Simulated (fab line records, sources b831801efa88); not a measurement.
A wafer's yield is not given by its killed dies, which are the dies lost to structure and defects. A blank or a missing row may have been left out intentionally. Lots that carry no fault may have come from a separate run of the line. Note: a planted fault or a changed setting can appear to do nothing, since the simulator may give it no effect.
Struck lot and sound lot, side by side || flow sky130 || 14 out of 708 route steps
Sound: the wafers L295.2, L295.3, L295.6. Struck: wafers L287.3, L287.5, L287.6. The cause is given at the end.
Order at every step that has rows: each side's tool, ch and its chambers, its first start. Under that, the readings that differ: sound wafers || struck wafers || difference of the means || sigmas: that difference in standard deviations of wafers without a fault.
alike: same words and numbers on both sides, and readings whose means sit less than 2 such deviations apart. not compared: any withheld reading, any reading some wafer has no value for, any bound like >300 that may hide the same value, and any number with overlapping values for which the record gives no deviation.
The two part at a step that has a row with sigmas, a row that says differs or no value, or rows on one side only. When numbers do not overlap yet have no deviation, they are printed without sigmas and do not part them. Lack of a reading on every wafer of one side parts them only where that side has two or more wafers.

first, 8 steps without rows for these wafers: SKY_POLY_CUT_DEHYDRATE_00 (time 60 s); SKY_POLY_CUT_HMDS_01 (prime time 60 s); SKY_POLY_CUT_COAT_02 (resist thk 60 nm); SKY_POLY_CUT_COAT_03 (resist thk 450 nm); SKY_POLY_CUT_SOFTBAKE_04 (time 90 s); SKY_POLY_CUT_EXPOSE_05 (exposes mask NPCM, target cd 270 nm); SKY_POLY_CUT_PEB_06; SKY_POLY_CUT_DEVELOP_07 (develop time 60 s).
SKY_POLY_CUT_CD_MEAS_08 targets a cd of 270 nm.
  sound: cd-sem-02 at day 30 10:58; struck: cd-sem-01 at day 27 02:10
  alike: cd-nm
SKY_POLY_CUT_OVL_MEAS_09:
  sound: overlay-02 at day 30 11:04; struck: overlay-02 at day 27 02:16
  alike: POLY_CUT_OVL
SKY_POLY_CUT_ETCH_10: etches BARC in N2/H2, stops on SiO2, time 45.9 s, target depth 60 nm.
  sound on rie-diel-01 ch 1,3, day 30 11:06; struck on rie-diel-01 ch 0,1, day 27 02:17
  alike: drypump-motor-current-A, oes-product-au, throttle-valve-pct
  not compared: rf-hours-counter-h
SKY_POLY_CUT_ETCH_11: etches Si3N4 in CF4/CH2F2/Ar, stops on poly-Si, time 42.5 s, target depth 60 nm.
  sound on rie-diel-01 ch 1,3, day 30 11:08; struck on rie-diel-01 ch 0,1, day 27 02:19
  alike: cf4-flow-sccm, drypump-motor-current-A, oes-product-au, throttle-valve-pct
  not compared: rf-hours-counter-h
SKY_POLY_CUT_STRIP_12: strips in O2/N2.
  sound on plasma-asher-04 ch 0,1, day 30 11:11; struck on plasma-asher-04 ch 0,1, day 27 02:24
  no value came back on the struck wafers for chamber-pressure-mTorr (mTorr), drypump-motor-current-A (A), oes-product-au (a.u.), strip-time-to-endpoint-s (s); on the sound wafers chamber-pressure-mTorr (mTorr) reads 1499.3 1501.2 1500.8
{"reading": "model.KrF-thick_of_POLY_CUT_COAT_03.thk-nm (nm)", "sound": "0 0 0", "struck": "408.2 408.5 408.1", "difference": "+408.3", "sigmas": ""}
  not compared: rf-hours-counter-h
-- a jump in the record: the struck wafers' starts before and after are 21 days apart (it breaks off in module POLY_CUT and resumes in module PAD_OPEN, where the first step shown is number 708 of the route) --
SKY_PAD_OPEN_PROBE_99:
  sound: prober-02 at day 49 22:57; struck: prober-01 at day 48 00:12
{"reading": "killed-at-front-end", "sound": "15 20 11", "struck": "435 411 431", "difference": "+410", "sigmas": "+95"}
{"reading": "killed-dies", "sound": "104 94 89", "struck": "492 492 492", "difference": "+396", "sigmas": "+40"}
{"reading": "killed-on-rim", "sound": "26 18 16", "struck": "96 96 96", "difference": "+76", "sigmas": "+19"}
  alike: killed_at_M0_to_M3, killed_at_M4_up, killed-at-contacts, killed-at-other, killed-open, killed-short

== WHERE THEY PART ==
Earliest at SKY_POLY_CUT_STRIP_12; latest, in this record, at SKY_PAD_OPEN_PROBE_99.

WHY: the cause the simulator had injected
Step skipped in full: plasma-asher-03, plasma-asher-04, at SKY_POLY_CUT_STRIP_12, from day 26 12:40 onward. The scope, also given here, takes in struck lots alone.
